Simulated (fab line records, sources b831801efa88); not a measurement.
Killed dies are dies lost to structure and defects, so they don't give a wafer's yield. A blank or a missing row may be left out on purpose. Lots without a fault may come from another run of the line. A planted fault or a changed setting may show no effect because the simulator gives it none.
Problem report in the 8D (eight disciplines) form, filled by code | flow sky130 | the parts of the form that need people (team, actions taken, sign-off) are left out

1. THE PROBLEM
run_length_s at SKY_METAL4_ETCH_16 reads a mean of 94.2 s on 6 wafers of 2 lots; wafers without a fault read 116.6 s with a standard deviation of 0.53. That is -42 standard deviations from the usual mean.
The step: etches BARC in N2/H2, stops on SiO2, time 88.2 s, target depth 60 nm.
First seen on wafer L503.1, day 43 08:13, on rie_metal-03. The record holds 36 wafers of 12 lots with a number at this step. Rule for "out", or "out of limits": more than 4 standard deviations from the usual mean. The other wafers with a number count as sound.

2. WHAT IT IS AND WHAT IT IS NOT
question                    | is                           | is not
which readings at this step | run_length_s, oes_product_au | drypump_motor_current_A, n2_flow_sccm, throttle_valve_pct
which lots                  | L503, L507                   | L496, L498, L499, L502, L506, L508, L513, L514, L518, L519
which wafers of those lots  | all that have a number       | -
read on which tools         | rie_metal-03                 | rie_metal-01, rie_metal-04
when                        | from day 43 08:13            | up to then (9 sound wafers); but 21 sound wafers of L502, L506, L508, L513, L514, L518, L519 came after

3. SUSPECTS, AND WHAT RULES EACH OUT
Counting: a tool at a process step up to the reading stays a suspect if it ran every lot that is out and no sound lot after the first of them.
- pvd_sputter-04 at SKY_METAL4_SPUTTER_01 (material TiN, target thk 20 nm, time 16.7 s): ruled out as a lasting fault. Sound lots L502, L513, L518 ran on it after its first lot that is out, L503 (day 41 09:00).
- rie_metal-03 at SKY_METAL4_ETCH_16 (etches BARC in N2/H2, stops on SiO2, time 88.2 s, target depth 60 nm): ruled out as a lasting fault. Sound lots L519 ran on it after its first lot that is out, L503 (day 43 08:13).
Left after counting: nothing in the record.

4. THE CAUSE (what the simulator had put in)
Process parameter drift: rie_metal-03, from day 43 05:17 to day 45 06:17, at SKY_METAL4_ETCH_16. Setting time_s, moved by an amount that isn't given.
Counting ruled it out, wrongly.

5. THE CHAIN OF EFFECTS, in route order
Each row: a reading whose mean over the struck wafers that have a number lies more than 3 standard deviations from the usual. Only readings for which the record gives a usual standard deviation are gone through. hours: the time from each lot's start at the first step in this table that gives one to its start at this step, as a median over the lots. sigmas: the change in usual standard deviations.
hours | step               | reading        | usual      | on struck wafers | change | sigmas
0     | SKY_METAL4_ETCH_16 | oes_product_au | 0.625 a.u. | 0.796            | +0.171 | +37
0     | SKY_METAL4_ETCH_16 | run_length_s   | 116.6 s    | 94.2             | -22.3  | -42
The process steps in it:
- SKY_METAL4_ETCH_16: etches BARC in N2/H2, stops on SiO2, time 88.2 s, target depth 60 nm.

6. WHAT WOULD HAVE CAUGHT IT SOONER
In this record the first reading out of limits was taken at day 43 08:13, 3 hours after the fault began at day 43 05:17.
